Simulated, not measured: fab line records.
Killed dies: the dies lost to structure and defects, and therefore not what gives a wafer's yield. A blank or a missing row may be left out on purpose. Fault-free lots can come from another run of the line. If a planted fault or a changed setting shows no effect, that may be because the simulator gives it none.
Problem report in the 8D (eight disciplines) form, filled by code    flow sky130    the parts of the form that need people (team, actions taken, sign-off) are left out

1. THE PROBLEM
beam_energy_keV at SKY_NWELL_IMPLANT_24 reads a mean of 132.99 on 6 wafers of 2 lots; wafers without a fault read 140.01 with a standard deviation of 0.041. So: -99 or more standard deviations from the usual mean.
First seen on wafer L521.3, day 11 00:30, on implanter-01. The record has a number at this step for 39 wafers belonging to 13 lots. Rule for "out" (also "out of limits"): further than 4 standard deviations from the usual mean. All remaining wafers that have a number are taken as sound.

2. WHAT IT IS, AND WHAT IT ISN'T
question                     is                      is not
which readings at this step  beam_energy_keV         -
which lots                   L521, L523              L501, L504, L505, L506, L507, L510, L513, L514, L515, L522, L524
which wafers of those lots   all that have a number  -
read on which tools          implanter-01            implanter-02, implanter-04
when                         from day 11 00:30       up to then (27 sound wafers); but 6 sound wafers of L522, L524 came after

3. WHAT RULES OUT EACH SUSPECT
Counting: a tool at a process step up to the reading stays a suspect if it ran every lot that is out and no sound lot after the first of them.
- implanter-01 at SKY_NWELL_IMPLANT_24: kept. All lots that are out passed through it, beginning with L521 at day 11 00:30, and no sound lot followed; its final sound lot before that point was L513 at day 8 07:21. On those wafers its own readings are out: beam_energy_keV.
Left after counting: implanter-01 at SKY_NWELL_IMPLANT_24.

4. THE CAUSE (what the simulator had put in)
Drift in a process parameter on implanter-01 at SKY_NWELL_IMPLANT_24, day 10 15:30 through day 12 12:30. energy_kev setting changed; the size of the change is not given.
This tool alone remained once counting was done.

5. SEQUENCE OF EFFECTS, ordered by route
Each row: a reading whose mean over the struck wafers that have a number lies more than 3 standard deviations from the usual. Only readings for which the record gives a usual standard deviation are gone through. hours: the time from each lot's start at the first step in this table that gives one to its start at this step, as a median over the lots. sigmas: the change in usual standard deviations.
hours  step                  reading          usual   on struck wafers  change  sigmas
0      SKY_NWELL_IMPLANT_24  beam_energy_keV  140.01  132.99            -7.02   -99 or more
Here are the process steps it includes:
- SKY_NWELL_IMPLANT_24
Later steps that measure or inspect, where all struck wafers having a row at the step show a number for every such reading and not one has moved that far: SKY_VT_ADJUST_HVTP_TW_MEAS_11.

6. WHAT WOULD HAVE CAUGHT IT SOONER
In this record the first reading out of limits was taken at day 11 00:30, 9 hours after the fault began at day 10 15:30.
